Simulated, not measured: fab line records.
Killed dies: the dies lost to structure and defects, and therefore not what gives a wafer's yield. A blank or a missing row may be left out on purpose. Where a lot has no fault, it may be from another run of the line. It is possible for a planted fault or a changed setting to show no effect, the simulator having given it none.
A single fault, viewed from 2 desks || flow sky130 || only its own numbers are on each desk; what lay behind them is given at the end

THE TOOL OWNER'S DESK: wet_bench-04
The tool's own readings at SKY_PAD_OPEN_STRIP_09 (strips in post etch residue remover, time 1200 s): means of the sampled wafers that have a number, for each lot that ran on this tool. A lot is out of limits, marked OUT, if its mean lies more than 4 standard deviations from the usual mean; the brackets give that distance.
Columns: A = bath_guard_temp_C at SKY_PAD_OPEN_STRIP_09, usual 72.9 C; B = bath_heat_duty_pct at SKY_PAD_OPEN_STRIP_09, usual 15.0 %
{"lot": "L847", "first seen here": "day 47 12:13", "A": 72.5, "B": 12.8}
{"lot": "L848", "first seen here": "day 47 19:04", "A": 72.0, "B": 14.7}
{"lot": "L863", "first seen here": "day 50 18:55", "A": 71.6, "B": 15.1}
This desk found nothing out of limits on any of the 3 lots.

FROM THE METROLOGY DESK
Means of the sampled wafers that have a number, per lot and without regard to the tool the lot ran on: this is what the gauges read. A lot is out of limits, marked OUT, if its mean lies more than 4 standard deviations from the usual mean; the brackets give that distance.
Columns: A = PAD_OPEN_BOW at SKY_PAD_OPEN_BOW_MEAS_13, usual 44 um
{"lot": "L841", "first seen here": "day 46 03:41", "A": 45}
{"lot": "L847", "first seen here": "day 47 14:15", "A": 40}
{"lot": "L846", "first seen here": "day 47 17:04", "A": 36}
{"lot": "L848", "first seen here": "day 47 21:09", "A": 45}
{"lot": "L852", "first seen here": "day 48 20:38", "A": 44}
{"lot": "L854", "first seen here": "day 49 10:46", "A": 40}
{"lot": "L856", "first seen here": "day 49 18:29", "A": 48}
{"lot": "L857", "first seen here": "day 49 22:08", "A": 46}
{"lot": "L859", "first seen here": "day 50 03:11", "A": 63}
{"lot": "L860", "first seen here": "day 50 05:35", "A": 42}
{"lot": "L862", "first seen here": "day 50 13:13", "A": 50}
{"lot": "L863", "first seen here": "day 50 20:55", "A": 38}
This desk found nothing out of limits on any of the 12 lots.

TAKEN TOGETHER
Nothing out of limits was seen by the tool owner's desk.
The metrology desk saw nothing out of limits.

WHAT WAS PUT IN BY THE SIMULATOR
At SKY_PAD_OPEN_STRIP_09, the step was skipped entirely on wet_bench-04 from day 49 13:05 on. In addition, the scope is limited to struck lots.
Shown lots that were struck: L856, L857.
